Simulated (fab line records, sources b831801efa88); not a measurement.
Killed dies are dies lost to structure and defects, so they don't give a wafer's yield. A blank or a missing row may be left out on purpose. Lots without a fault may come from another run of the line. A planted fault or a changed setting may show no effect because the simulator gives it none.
Problem report in the 8D (eight disciplines) form, filled by code | flow gf180mcu | the parts of the form that need people (team, actions taken, sign-off) are left out

1. THE PROBLEM
time_to_endpoint_s at GF_V1_CMP_04 reads a mean of 106 s on 1 wafer of 1 lot; wafers without a fault read 80 s with a standard deviation of 4.7. That is +5.5 standard deviations from the usual mean.
The step: polishes SiO2.
First seen on wafer L325.1, day 23 20:52, on cmp-01. The record holds 36 wafers of 12 lots with a number at this step. Rule for "out", or "out of limits": more than 4 standard deviations from the usual mean. The other wafers with a number count as sound.

2. WHAT IT IS AND WHAT IT IS NOT
question                    | is                 | is not
which readings at this step | time_to_endpoint_s | motor_current_A, slurry_filter_dp_kPa
which lots                  | L325               | L308, L309, L311, L312, L313, L314, L316, L317, L321, L323, L329
which wafers of those lots  | L325.1             | L325.2, L325.4
read on which tools         | cmp-01             | cmp-02
when                        | from day 23 20:52  | up to then (32 sound wafers); but 3 sound wafers of L329 came after

3. SUSPECTS, AND WHAT RULES EACH OUT
Counting: a tool at a process step up to the reading stays a suspect if it ran every lot that is out. Sound lots after the first of them don't rule it out here, since some wafers of a struck lot are sound.
- rie_diel-02 at GF_CONTACT_ETCH_17 (etches SiO2 in C4F8/O2/Ar, stops on CoSi2, target depth 860 nm): kept. It ran the lot that is out, L325 (day 23 19:46); its last sound lot up to then is L321 (day 22 12:53). GF_CONTACT_ETCH_17 gives no start for some lots, so the hours and the order of its lots are those of GF_M1_CD_MEAS_14.
- cmp-01 at GF_V1_CMP_04 (polishes SiO2): kept. It ran the lot that is out, L325 (day 23 20:52); its last sound lot up to then is L321 (day 22 13:56). Its own readings are out on those wafers: time_to_endpoint_s.
- Within cmp-01 at GF_V1_CMP_04: the wafers that are out ran in chamber 0; their sound lot-mates ran in chambers 2, 3.
Left after counting: rie_diel-02 at GF_CONTACT_ETCH_17, cmp-01 at GF_V1_CMP_04.

4. THE CAUSE (what the simulator had put in)
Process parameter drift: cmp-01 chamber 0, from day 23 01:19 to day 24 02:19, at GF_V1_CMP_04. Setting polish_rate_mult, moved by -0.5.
Counting left 2 suspects, and this tool is among them.

5. THE CHAIN OF EFFECTS, in route order
Each row: a reading whose mean over the struck wafers that have a number lies more than 3 standard deviations from the usual. Only readings for which the record gives a usual standard deviation are gone through. hours: the time from each lot's start at the first step in this table that gives one to its start at this step, as a median over the lots. sigmas: the change in usual standard deviations.
hours | step          | reading            | usual      | on struck wafers | change | sigmas
0     | GF_V1_CMP_04  | time_to_endpoint_s | 80 s       | 106              | +26    | +5.5
-     | GF_V1_ETCH_17 | oes_product_au     | 0.856 a.u. | 0.922            | +0.066 | +15
The process steps in it:
- GF_V1_CMP_04: polishes SiO2.
- GF_V1_ETCH_17: etches SiO2 in C4F8/O2/Ar, stops on TiN, target depth 630 nm.

6. WHAT WOULD HAVE CAUGHT IT SOONER
In this record the first reading out of limits was taken at day 23 20:52, 20 hours after the fault began at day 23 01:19.
